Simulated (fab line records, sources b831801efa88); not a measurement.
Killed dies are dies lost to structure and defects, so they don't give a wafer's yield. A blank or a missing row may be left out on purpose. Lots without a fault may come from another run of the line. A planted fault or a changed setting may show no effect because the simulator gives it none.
A struck lot beside a sound one | flow sfq_line | 16 steps out of a route of 325
Sound: wafers L419.1, L419.2, L419.3. Struck: wafers L436.2, L436.3, L436.4. The cause comes at the end.
At each step with rows: each side's tool, then ch and its chambers, then its first start. Under that, the readings that differ: sound wafers | struck wafers | difference of the means | sigmas: that difference in standard deviations of wafers without a fault.
alike: readings whose means differ by less than 2 such deviations, and words and numbers that are the same on both sides. not compared: withheld readings, readings that some wafer has no value for, bounds like >300 that may hide the same value, and numbers for which the record gives no deviation and whose values overlap.
The two part at a step that has a row with sigmas, a row that says differs or no value, or rows on one side only. Numbers that don't overlap but have no deviation are shown without sigmas and don't part them. A reading that every wafer of one side lacks parts them only if that side has two wafers or more.

SFQ_TRILAYER_I4_VIA_STRIP_STRIP_107: strips in O2.
  sound on rie_metal-04 ch 0,1, day 54 00:04; struck on rie_metal-03 ch 0,1, day 67 02:36
  alike: drypump_motor_current_A, oes_product_au
  not compared: rf_hours_counter_h
then, 2 steps without rows for these wafers: SFQ_TRILAYER_I4_VIA_STRIP_SOLV_CLEAN_108 (cleans in NMP, time 600 s); SFQ_TRILAYER_JJ_TRILAYER_DEP_PRE_CLEAN_113 (time 22.5 s).
SFQ_TRILAYER_JJ_TRILAYER_DEP_SPUTTER_109: material Nb, target thk 150 nm, time 100 s.
  sound on pvd_sputter-03, day 54 00:52; struck on pvd_sputter-06, day 67 03:24
  alike: throttle_valve_pct
SFQ_TRILAYER_JJ_TRILAYER_DEP_SPUTTER_110: material Al, target thk 8 nm, time 10 s.
  sound on pvd_sputter-03, day 54 00:57; struck on pvd_sputter-06, day 67 03:29
  alike: throttle_valve_pct
then, 1 step without rows for these wafers: SFQ_TRILAYER_JJ_TRILAYER_DEP_AL_OXIDATION_111 (oxidation time 600 s).
SFQ_TRILAYER_JJ_TRILAYER_DEP_SPUTTER_112: material Nb, target thk 170 nm, time 113.3 s.
  sound on pvd_sputter-03, day 54 01:58; struck on pvd_sputter-06, day 67 04:30
  alike: throttle_valve_pct
SFQ_JJ_RS_MEAS_929: measures by four-point-probe.
  sound on film_metro-02, day 54 02:03; struck on film_metro-02, day 67 04:36
  alike: JJ_NB_RS
then, 3 steps without rows for these wafers: SFQ_TRILAYER_JJ_CE_LITHO_COAT_119 (resist thk 62 nm); SFQ_TRILAYER_JJ_CE_LITHO_COAT_114 (resist thk 600 nm); SFQ_TRILAYER_JJ_CE_LITHO_SOFTBAKE_118.
SFQ_TRILAYER_JJ_CE_LITHO_EXPOSE_115: exposes mask J5, target cd 700 nm.
  sound on krf_scanner-02 ch 0, day 59 07:27; struck on krf_scanner-02 ch 0, day 67 05:43
  reading                    | sound                   | struck            | difference | sigmas
  model.JJ.overlay_x_nm (nm) | -0.3626 -0.3626 -0.3626 | 101.3 101.3 101.3 | +101.7     |
  alike: mask, exposure_dose_mJ_cm2
then, 2 steps without rows for these wafers: SFQ_TRILAYER_JJ_CE_LITHO_PEB_117 (peb time 60 s); SFQ_TRILAYER_JJ_CE_LITHO_DEVELOP_116 (time 60 s).
SFQ_JJ_OVL_MEAS_931:
  sound on overlay-02, day 59 08:57; struck on overlay-02, day 67 07:01
  reading     | sound  | struck     | difference | sigmas
  J5_OVL (nm) | 1 4 -3 | 100 103 99 | +100       | +22
SFQ_TRILAYER_JJ_CE_METRO_MEASURE_117:
  sound on cd_sem-02, day 59 08:59; struck on cd_sem-02, day 67 07:14
  alike: cd_nm

WHERE THEY PART
Only at SFQ_JJ_OVL_MEAS_931, within this record. Later steps at which nothing parts them and some readings are alike: SFQ_TRILAYER_JJ_CE_METRO_MEASURE_117.

WHY: what the simulator had put in
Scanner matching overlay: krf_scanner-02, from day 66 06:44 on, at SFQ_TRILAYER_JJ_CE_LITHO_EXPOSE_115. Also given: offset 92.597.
